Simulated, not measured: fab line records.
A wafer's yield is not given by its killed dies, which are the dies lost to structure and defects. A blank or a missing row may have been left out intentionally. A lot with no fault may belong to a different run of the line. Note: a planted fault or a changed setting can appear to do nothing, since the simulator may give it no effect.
Which of the tools did it?	flow sky130	6 lots with 18 wafers sampled at 2 steps, on a route of 708 steps

WHAT THE GAUGES READ, wafer by wafer
SKY_LOCAL_INTERCONNECT_THK_MEAS_02: measures by xrf.
lot	measured	on	LOCAL_INTERCONNECT_TIN_THK (nm)
L747	day 29 21:51	film metro-02	102.2 100.5 100.6
L755	day 33 02:04	film metro-04	100.4 101.3 101.0
L757	day 33 10:21	film metro-02	102.1 101.9 100.9
L760	day 34 05:14	film metro-04	100.5 101.0 100.9
L762	day 34 18:51	film metro-04	103.4 102.4 102.7
L766	day 36 14:41	film metro-02	101.7 101.4 102.7

WHAT TOOL EACH LOT RAN ON (gives the tool, then ch and the chambers of the sampled wafers, and finally the start)
lot	SKY_NWELL_EXPOSE_07
L747	iline stepper-01 ch 0, day 4 20:44
L755	iline stepper-02 ch 0, day 6 20:27
L757	iline stepper-02 ch 0, day 7 06:59
L760	iline stepper-01 ch 0, day 7 22:42
L762	iline stepper-02 ch 0, day 8 10:19
L766	iline stepper-02 ch 0, day 9 16:56
- SKY_NWELL_EXPOSE_07: exposes mask NWM, target cd 840 nm.

THE ANSWER, worked out from the rows above alone
Rule: what is usual is taken from the lots themselves. Put in order of their means at a reading, lots are off if they are a third of the lots or fewer, leave a main group of 4 or more, and stand apart from it by a gap of 3 or more times the standard deviation of the main group's means; of several such gaps the widest counts. If all means in a main group match to the digits the tables above print for the reading, that group is not used. A lot without any number at a reading at which 4 lots or more have one is off too. Where the step has rows for the other lots, those lots are counted as sound.
No lot is off at any reading shown: from this, nothing can be told.

WHAT WAS PUT IN BY THE SIMULATOR
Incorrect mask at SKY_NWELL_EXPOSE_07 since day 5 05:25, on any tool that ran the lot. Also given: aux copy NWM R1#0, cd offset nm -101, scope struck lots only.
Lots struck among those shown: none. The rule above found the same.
